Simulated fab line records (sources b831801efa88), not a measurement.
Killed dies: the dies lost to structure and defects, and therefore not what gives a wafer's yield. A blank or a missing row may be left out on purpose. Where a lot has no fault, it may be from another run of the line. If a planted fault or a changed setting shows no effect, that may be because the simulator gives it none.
Comparing a struck lot with a sound one / flow sky130 / 15 out of 708 route steps
Sound: these wafers, L463.3, L463.4, L463.6. Wafers L478.1, L478.2, L478.6 were the ones struck. At the end, the cause is stated.
Per side, at each step with rows, come the tool, then ch with its chambers, and then its first start. Under that, the readings that differ: sound wafers / struck wafers / difference of the means / sigmas: that difference in standard deviations of wafers without a fault.
alike: same words and numbers on both sides, and readings whose means sit less than 2 such deviations apart. not compared: any withheld reading, any reading some wafer has no value for, any bound like >300 that may hide the same value, and any number with overlapping values for which the record gives no deviation.
A row with sigmas, a row that says differs or no value, or rows on one side alone: a step with any of these is where the two part. Numbers that have no deviation but don't overlap get no sigmas and don't part them. Lack of a reading on every wafer of one side parts them only where that side has two or more wafers.

first, 4 steps without rows for these wafers: SKY_LDD_N_SOFTBAKE_03 (time 60 s); SKY_LDD_N_EXPOSE_04 (exposes mask NTM, target cd 840 nm); SKY_LDD_N_PEB_05; SKY_LDD_N_DEVELOP_06 (develop time 60 s).
SKY_LDD_N_OVL_MEAS_07:
  sound on overlay-02 at day 18 21:30; struck on overlay-01 at day 25 01:59
  alike: LDD_N_OVL
then, 7 steps without rows for these wafers: SKY_LDD_N_IMPLANT_08; SKY_LDD_N_IMPLANT_09; SKY_LDD_N_IMPLANT_10; SKY_LDD_N_IMPLANT_11; SKY_LDD_N_IMPLANT_12; SKY_LDD_N_IMPLANT_13; SKY_LDD_N_IMPLANT_14.
SKY_LDD_N_IMPLANT_15:
  sound on implanter-03 ch 0, day 18 22:38; struck on implanter-03 ch 0, day 25 03:05
reading=doseIonsCm2; sound=5.001e+12 5.004e+12 5.003e+12; struck=8.731e+12 8.724e+12 8.72e+12; difference=+3.722e+12; sigmas=+99 or more
reading=faradayCurrentUA; sound=27.5 28.5 29.0; struck=48.8 48.3 49.0; difference=+20.4; sigmas=+34
SKY_LDD_N_STRIP_16: strips in O2/N2.
  sound on plasmaAsher-04 ch 0,1, day 18 22:46; struck on plasmaAsher-02 ch 0,1, day 25 03:14
  alike: chamberPressureMTorr, drypumpMotorCurrentA, oesProductAu, stripTimeToEndpointS
  not compared: rfHoursCounterH
-- record jumps: 25 days separate the struck wafers' starts on either side; left off in module LDD_N, taken up again in module PAD_OPEN, whose first shown step is the route's number 708 --
SKY_PAD_OPEN_PROBE_99:
  sound on prober-01 at day 46 16:28; struck on prober-02 at day 50 10:38
reading=killedOpen; sound=42 32 45; struck=64 54 49; difference=+16; sigmas=+2
reading=model.etest.nfet_01v8_turned.driveUaUm; sound=507 497.9 501.2; struck=478.2 480.9 466.8; difference=-26.7; sigmas=
reading=model.etest.nfet_01v8_turned.vtSatV (V); sound=0.6473 0.6567 0.6511; struck=0.7004 0.6963 0.7133; difference=+0.0516; sigmas=
reading=model.etest.nfet_01v8_turned.vtV (V); sound=0.7003 0.7072 0.7055; struck=0.7262 0.7252 0.7353; difference=+0.0246; sigmas=
reading=model.etest.nfet_01v8_lvt.vtSatV (V); sound=0.5303 0.5365 0.5325; struck=0.5615 0.5527 0.5682; difference=+0.0277; sigmas=
reading=model.etest.nfet_01v8_swapped.vtSatV (V); sound=0.6498 0.6551 0.6537; struck=0.6717 0.6673 0.6779; difference=+0.0194; sigmas=
reading=model.etest.nfet_01v8.vtSatV (V); sound=0.6429 0.6533 0.6477; struck=0.6644 0.6599 0.6733; difference=+0.0179; sigmas=
reading=model.etest.nfet_01v8_lvt.vtV (V); sound=0.6128 0.6128 0.6135; struck=0.6258 0.6217 0.6316; difference=+0.0133; sigmas=
  alike: killed_at_M0_to_M3, killed_at_M4_up, killedAtContacts, killedAtFrontEnd, killedAtOther, killedDies, killedShort
  not compared: model.etest.tipN.rsOhmSq

WHERE THEY PART
Last at SKY_PAD_OPEN_PROBE_99 as far as this record goes, first at SKY_LDD_N_IMPLANT_15.

WHY: what had been put in by the simulator
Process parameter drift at SKY_LDD_N_IMPLANT_15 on implanter-03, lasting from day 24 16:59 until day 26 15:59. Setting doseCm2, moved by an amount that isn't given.
